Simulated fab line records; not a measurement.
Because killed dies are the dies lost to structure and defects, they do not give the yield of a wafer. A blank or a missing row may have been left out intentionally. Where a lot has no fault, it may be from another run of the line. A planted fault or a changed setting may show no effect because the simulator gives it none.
Matching of chambers | flow gf180mcu | 4 sister chambers for GF_V4_CMP_04 on cmp-02
The step polishes SiO2. 8 wafers are shown with their chamber, then 9 later ones without.

## WAFERS, EACH WITH ITS CHAMBER
wafer  | chamber | motor current A (A) | time to endpoint s (s)
L279.2 | 3       | 11.7                | 78
L279.5 | 1       | 13.1                | 82
L280.1 | 2       | 10.6                | 78
L280.5 | 0       | 12.4                | 84
L280.6 | 3       | 12.0                | 84
L288.1 | 0       | 13.2                | 80
L288.2 | 1       | 12.4                | 72
L288.4 | 2       | 11.6                | 78

## WAFERS MISSING THEIR CHAMBER
wafer  | motor current A (A) | time to endpoint s (s)
L292.2 | 12.0                | 79
L292.3 | 11.4                | 78
L292.5 | 12.2                | 81
L293.3 | 13.7                | 79
L293.4 | 11.7                | 80
L293.5 | 13.3                | 75
L295.1 | 12.8                | 88
L295.2 | 11.6                | 81
L295.6 | 13.6                | 91

## CHAMBER TAKEN BY EACH
wafer  | from the rows above               | in truth
L292.2 | can't be placed: 3 or 1 or 0 or 2 | 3
L292.3 | can't be placed: 2 or 3           | 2
L292.5 | can't be placed: 3 or 0 or 1 or 2 | 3
L293.3 | can't be placed: 0 or 1 or 3      | 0
L293.4 | can't be placed: 3 or 2 or 1 or 0 | 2
L293.5 | can't be placed: 1 or 0 or 3      | 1
L295.1 | can't be placed: 0 or 3 or 1      | 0
L295.2 | can't be placed: 3 or 2 or 0 or 1 | 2
L295.6 | can't be placed: 0 or 1 or 3      | 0
Correctly placed: 0 of 9. These rows do not allow placing 9 (true chamber among the candidates in 9). 0 placed wrongly.
How it was worked out, from the rows above alone: a wafer's distance from a chamber is the root of the sum, over the readings, of the square of ((its reading less the chamber's mean) divided by the reading's scatter). The wafer belongs to the nearest chamber; if the next one is less than 2 further off, it can't be placed. The mean given for a chamber averages the wafers shown for that chamber. How the scatter is found: for the shown wafers, subtract from each reading the mean of its chamber, square and add these, divide the total by (wafers less chambers), then take the root.
